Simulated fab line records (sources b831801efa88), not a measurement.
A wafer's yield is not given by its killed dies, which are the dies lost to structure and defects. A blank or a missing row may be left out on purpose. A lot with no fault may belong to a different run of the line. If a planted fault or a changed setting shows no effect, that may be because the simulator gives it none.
Problem report, 8D (eight disciplines) form, completed by code -- flow sky130 -- the parts of the form that need people (team, actions taken, sign-off) are left out

## 1. WHAT IS WRONG
Mean of spikeTcCentreC at SKY_GATE_OXIDE_OXIDATION_01: 922.8 C across 6 wafers in 2 lots; on wafers with no fault it is 901.6 C (standard deviation 1.6). That is +13 standard deviations from the usual mean.
The step: stabilise 600 s, purge 300 s, target thk 10.268 nm.
First seen on wafer L416.1, day 15 20:33, on furnace-01. The record holds 36 wafers of 12 lots with a number at this step. Rule for "out", or "out of limits": more than 4 standard deviations from the usual mean. Any other wafer with a number is counted as sound.

## 2. WHAT IT IS, AND WHAT IT ISN'T
question,is,is not
which readings at this step,"spikeTcCentreC, zonePowerLowerPct",spikeTcBottomC
which lots,"L416, L417","L408, L409, L410, L413, L414, L427, L428, L429, L430, L431"
which wafers of those lots,all that have a number,-
read on which tools,furnace-01,furnace-02
when,from day 15 20:33,"up to then (15 sound wafers); but 15 sound wafers of L427, L428, L429, L430, L431 came after"

## 3. WHAT RULES OUT EACH SUSPECT
Counting: any tool at a process step up to the reading is kept as a suspect provided that every lot that is out went through it and no sound lot did after the first of them.
- furnace-01 at SKY_GATE_OXIDE_OXIDATION_01 (stabilise 600 s, purge 300 s, target thk 10.268 nm): ruled out as a lasting fault. Following L416 (day 15 20:33), the first lot on it that is out, the sound lots L428, L431 were run on it.
Left after counting: nothing in the record.

## 4. THE CAUSE (what the simulator had put in)
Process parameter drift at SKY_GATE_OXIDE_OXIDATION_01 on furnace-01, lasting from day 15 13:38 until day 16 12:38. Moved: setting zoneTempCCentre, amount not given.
Counting ruled it out, wrongly.

## 5. THE CHAIN OF EFFECTS, in route order
Each row: a reading where the mean over the struck wafers with a number is more than 3 standard deviations away from the usual. Readings are gone through only where the record gives a usual standard deviation; hours: the median, over the lots, of the time from a lot's start at the first step in this table giving one to that lot's start at this step; sigmas: the change measured in usual standard deviations.
hours,step,reading,usual,on struck wafers,change,sigmas
0,SKY_GATE_OXIDE_OXIDATION_01,spikeTcCentreC,901.6 C,922.8,+21.1,+13
0,SKY_GATE_OXIDE_OXIDATION_01,zonePowerCentrePct,22 %,37,+15,+4.1
0,SKY_GATE_OXIDE_OXIDATION_01,zonePowerLowerPct,19.0 %,15.3,-3.7,-4.5
0,SKY_GATE_OXIDE_OXIDATION_01,zonePowerUpperPct,20.3 %,16.5,-3.8,-3.1
Here are the process steps it includes:
- SKY_GATE_OXIDE_OXIDATION_01: stabilise 600 s, purge 300 s, target thk 10.268 nm.
At these later measuring or inspecting steps, every struck wafer for which the step has a row has a number for every such reading, and none has moved that far: SKY_VIA1_THK_MEAS_23.

## 6. HOW IT WOULD HAVE BEEN CAUGHT EARLIER
The fault began at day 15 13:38; the first out-of-limits reading in this record came at day 15 20:33, 7 hours later.
